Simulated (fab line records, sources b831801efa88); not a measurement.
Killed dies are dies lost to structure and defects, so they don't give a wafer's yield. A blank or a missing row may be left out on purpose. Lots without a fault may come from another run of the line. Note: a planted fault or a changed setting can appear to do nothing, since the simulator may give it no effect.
What tool caused it?    flow gf180mcu    7 lots with 21 wafers sampled at 2 steps, on a route of 602 steps

WHAT THE GAUGES SHOWED, per wafer
GF_VT_IMPLANT_TW_MEAS_43.
lot   measured      on             VT_IMPLANT_4_TW
L495  day 8 02:10   film metro-01  696 695 692
L497  day 8 15:01   film metro-04  683 681 677
L499  day 9 03:55   film metro-04  691 687 686
L502  day 10 03:13  film metro-04  683 683 683
L512  day 12 21:34  film metro-04  1131 1129 1134
L514  day 13 11:16  film metro-01  700 701 702
L516  day 13 22:01  film metro-02  685 687 681

EACH LOT AND THE TOOL THAT RAN IT (in order: tool; ch and the chambers of the sampled wafers; start)
lot   GF_VT_IMPLANT_IMPLANT_41
L495  implanter-02 ch 0, day 8 01:55
L497  implanter-03 ch 0, day 8 14:46
L499  implanter-04 ch 0, day 9 03:40
L502  implanter-04 ch 0, day 10 02:59
L512  implanter-03 ch 0, day 12 21:19
L514  implanter-02 ch 0, day 13 11:01
L516  implanter-02 ch 0, day 13 21:46
- GF_VT_IMPLANT_IMPLANT_41

THE ANSWER, worked out from the rows above alone
Rule: usual is defined by the lots themselves. Put in order of their means at a reading, lots are off if they are a third of the lots or fewer, leave a main group of 4 or more, and stand apart from it by a gap of 3 or more times the standard deviation of the main group's means; of several such gaps the widest counts. The tables above print the reading to a certain number of digits; a main group whose means all agree to those digits is not used. A lot without any number at a reading at which 4 lots or more have one is off too. The other lots that the step has rows for count as sound.
Off: L512, seen at GF_VT_IMPLANT_TW_MEAS_43 (VT_IMPLANT_4_TW). For the main group the mean is 688 and the standard deviation 7.1.
If a tool, at a process step before that reading, ran all the lots that are off and no sound lot after the first of them, it fits. The gauges at GF_VT_IMPLANT_TW_MEAS_43 are tried like those tools. Can't be told from this: 2 tools fit, implanter-03 at GF_VT_IMPLANT_IMPLANT_41, film metro-04 at GF_VT_IMPLANT_TW_MEAS_43.

WHAT HAD BEEN PUT IN BY THE SIMULATOR
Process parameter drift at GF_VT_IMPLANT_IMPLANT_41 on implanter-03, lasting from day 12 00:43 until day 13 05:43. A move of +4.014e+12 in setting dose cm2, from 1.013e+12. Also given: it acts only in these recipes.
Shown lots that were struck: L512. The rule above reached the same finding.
